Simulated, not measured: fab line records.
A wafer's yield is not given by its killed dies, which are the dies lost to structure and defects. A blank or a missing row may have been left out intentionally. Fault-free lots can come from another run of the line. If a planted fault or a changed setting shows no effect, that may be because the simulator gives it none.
A struck lot beside a sound one	flow sfq line	42 steps out of a route of 325
Sound: the wafers L966.3, L966.4, L966.5. Wafers L955.1, L955.2, L955.5 were the ones struck. The cause comes at the end.
Per side, at each step with rows, come the tool, then ch with its chambers, and then its first start. Under that, the readings that differ: sound wafers	struck wafers	difference of the means	sigmas: that difference in standard deviations of wafers without a fault.
alike: readings whose means differ by less than 2 such deviations, and words and numbers that are the same on both sides. not compared: withheld readings, readings that some wafer has no value for, bounds like >300 that may hide the same value, and numbers for which the record gives no deviation and whose values overlap.
Wherever a step has rows on one side only, a row that says differs or no value, or a row with sigmas, the two part there. Numbers that don't overlap but have no deviation are shown without sigmas and don't part them. A reading that every wafer of one side lacks parts them only if that side has two wafers or more.

first, 6 steps without rows for these wafers: SFQ_TRILAYER_M0_LITHO_COAT_026 (resist thk 62 nm); SFQ_TRILAYER_M0_LITHO_COAT_021 (resist thk 600 nm); SFQ_TRILAYER_M0_LITHO_SOFTBAKE_025; SFQ_TRILAYER_M0_LITHO_EXPOSE_022 (exposes mask M0, target cd 500 nm); SFQ_TRILAYER_M0_LITHO_PEB_024 (peb time 60 s); SFQ_TRILAYER_M0_LITHO_DEVELOP_023 (time 60 s).
SFQ_M0_OVL_MEAS_906:
  struck on overlay-01, day 14 13:27; sound on overlay-01, day 18 08:55
  alike: M0_OVL
SFQ_TRILAYER_M0_BARC_OPEN_METAL_ETCH_031: etches BARC in O2, target depth 125 nm, time 41.7 s.
  sound on rie metal-03 ch 0,1, day 18 08:57; struck on rie metal-02 ch 0,1, day 14 13:29
  alike: drypump motor current A, oes product au
  not compared: rf hours counter h
then, 4 steps without rows for these wafers: SFQ_TRILAYER_M0_ETCH_METAL_ETCH_024 (etches Nb in Cl2/Ar, stops on SiO2, target depth 240 nm, time 120 s); SFQ_TRILAYER_M0_STRIP_STRIP_025 (strips in O2); SFQ_TRILAYER_M0_STRIP_SOLV_CLEAN_026 (cleans in NMP, time 600 s); SFQ_TRILAYER_I0_DEP_PECVD_027 (deposits SiO2 from SiH4/N2O, time 111.11 s, target thk 500 nm).
SFQ_TRILAYER_I0_CMP_CMP_028: polishes SiO2.
  sound on cmp-02 ch 0,2, day 18 10:32; struck on cmp-02 ch 0,1,3, day 14 15:01
reading	sound	struck	difference	sigmas
time to endpoint s (s)	212 225 219	282 276 282	+61	+10
model.SiO2_of_TRILAYER_I0_DEP_PECVD_027.thk nm (nm)	199 199.1 199.9	303.4 303.8 305.9	+105.0	
  alike: motor current A
SFQ_I0_BOW_MEAS_907:
  struck on film metro-03, day 14 17:31; sound on film metro-02, day 18 13:04
  alike: I0_BOW
SFQ_TRILAYER_I0_METRO_MEASURE_029:
  struck on film metro-03, day 14 17:38; sound on film metro-02, day 18 13:33
reading	sound	struck	difference	sigmas
thk nm (nm)	199.0 199.2 199.9	303.2 303.5 306.0	+104.9	+95
then, 6 steps without rows for these wafers: SFQ_TRILAYER_I0_VIA_LITHO_COAT_036 (resist thk 62 nm); SFQ_TRILAYER_I0_VIA_LITHO_COAT_031 (resist thk 650 nm); SFQ_TRILAYER_I0_VIA_LITHO_SOFTBAKE_035; SFQ_TRILAYER_I0_VIA_LITHO_EXPOSE_032 (exposes mask I0, target cd 500 nm); SFQ_TRILAYER_I0_VIA_LITHO_PEB_034 (peb time 60 s); SFQ_TRILAYER_I0_VIA_LITHO_DEVELOP_033 (time 60 s).
-- the record jumps here: 6 days lie between the struck wafers' starts before and after --
SFQ_I0_OVL_MEAS_908:
  struck on overlay-02, day 20 19:32; sound on overlay-01, day 25 03:29
  alike: I0_OVL
then, 1 step without rows for these wafers: SFQ_TRILAYER_I0_VIA_BARC_OPEN_VIA_ETCH_046 (etches BARC in O2, target depth 125 nm, time 41.7 s).
SFQ_TRILAYER_I0_VIA_ETCH_VIA_ETCH_034: etches SiO2 in CHF3, stops on Nb, target depth 260 nm.
  sound on rie diel-01 ch 1,2, day 25 03:38; struck on rie diel-01 ch 0,1,3, day 20 19:37
reading	sound	struck	difference	sigmas
oes product au (a.u.)	0.860 0.855 0.850	1.003 0.991 0.994	+0.141	+28
model.I0.feature depth nm (nm)	199 199.1 199.9	262.3 260 259.8	+61.4	
model.etch.depth nm (nm)	199 199.1 199.9	262.3 260 259.8	+61.4	
  alike: drypump motor current A
SFQ_TRILAYER_I0_VIA_STRIP_STRIP_035: strips in O2.
  sound on rie metal-02 ch 0,1, day 25 03:56; struck on rie metal-02 ch 0,1, day 20 19:43
  alike: drypump motor current A, oes product au
  not compared: rf hours counter h
then, 1 step without rows for these wafers: SFQ_TRILAYER_I0_VIA_STRIP_SOLV_CLEAN_036 (cleans in NMP, time 600 s).
SFQ_TRILAYER_M1_DEP_PRE_CLEAN_038: time 22.5 s.
  struck on pvd sputter-04, day 20 20:31; sound on pvd sputter-04, day 25 04:31
reading	sound	struck	difference	sigmas
model.SiO2_of_TRILAYER_I0_DEP_PECVD_027.thk nm (nm)	191.5 191.6 192.4	295.9 296.3 298.4	+105.0	
then, 1 step without rows for these wafers: SFQ_TRILAYER_M1_DEP_SPUTTER_037 (material Nb, target thk 200 nm, time 133.3 s).
SFQ_M1_RS_MEAS_909: measures by four-point-probe.
  struck on film metro-04, day 20 20:38; sound on film metro-01, day 25 04:41
  alike: M1_NB_RS
then, 6 steps without rows for these wafers: SFQ_TRILAYER_M1_LITHO_COAT_044 (resist thk 61.27 nm); SFQ_TRILAYER_M1_LITHO_COAT_039 (resist thk 600 nm); SFQ_TRILAYER_M1_LITHO_SOFTBAKE_043; SFQ_TRILAYER_M1_LITHO_EXPOSE_040 (exposes mask M1, target cd 500 nm); SFQ_TRILAYER_M1_LITHO_PEB_042 (peb time 60 s); SFQ_TRILAYER_M1_LITHO_DEVELOP_041 (time 60 s).
-- the record jumps here: 7 days lie between the struck wafers' starts before and after --
SFQ_M1_OVL_MEAS_911:
  struck on overlay-01, day 27 09:13; sound on overlay-02, day 31 17:33
  alike: M1_OVL
SFQ_TRILAYER_M1_BARC_OPEN_METAL_ETCH_054: etches BARC in O2, target depth 125 nm, time 41.7 s.
  sound on rie metal-01 ch 0,1, day 31 17:35; struck on rie metal-02 ch 0,1, day 27 09:14
  alike: drypump motor current A, oes product au
  not compared: rf hours counter h
SFQ_TRILAYER_M1_ETCH_METAL_ETCH_042: etches Nb in Cl2/Ar, stops on SiO2, target depth 240 nm, time 120 s.
  sound on rie metal-01 ch 0,1, day 31 17:40; struck on rie metal-02 ch 0,1, day 27 09:18
  alike: drypump motor current A, oes product au
  not compared: rf hours counter h
SFQ_TRILAYER_M1_STRIP_STRIP_043: strips in O2.
  sound on rie metal-01 ch 0,1, day 31 17:57; struck on rie metal-02 ch 0,1, day 27 09:26
reading	sound	struck	difference	sigmas
oes product au (a.u.)	1.013 1.010 1.011	0.994 0.989 0.984	-0.022	-3
  alike: drypump motor current A
  not compared: rf hours counter h
then, 2 steps without rows for these wafers: SFQ_TRILAYER_M1_STRIP_SOLV_CLEAN_044 (cleans in NMP, time 600 s); SFQ_TRILAYER_I1_DEP_PECVD_045 (deposits SiO2 from SiH4/N2O, time 111.11 s, target thk 500 nm).
-- the record jumps here: 61 days lie between the struck wafers' starts before and after --
SFQ_M8_BOW_MEAS_951:
  struck on film metro-03, day 88 17:58; sound on film metro-02, day 94 10:59
reading	sound	struck	difference	sigmas
model.etest.i0.link ohm	1.972 1.979 1.974	1e+06 1e+06 1e+06	+1e+06	
  alike: M8_BOW

## WHERE THEY PART
Last at SFQ_TRILAYER_M1_STRIP_STRIP_043 as far as this record goes, first at SFQ_TRILAYER_I0_CMP_CMP_028. Later steps at which nothing parts them and some readings are alike: SFQ_M8_BOW_MEAS_951.

WHY: whatever the simulator had introduced
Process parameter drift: cmp-02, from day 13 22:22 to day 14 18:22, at SFQ_TRILAYER_I0_CMP_CMP_028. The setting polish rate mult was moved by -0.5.
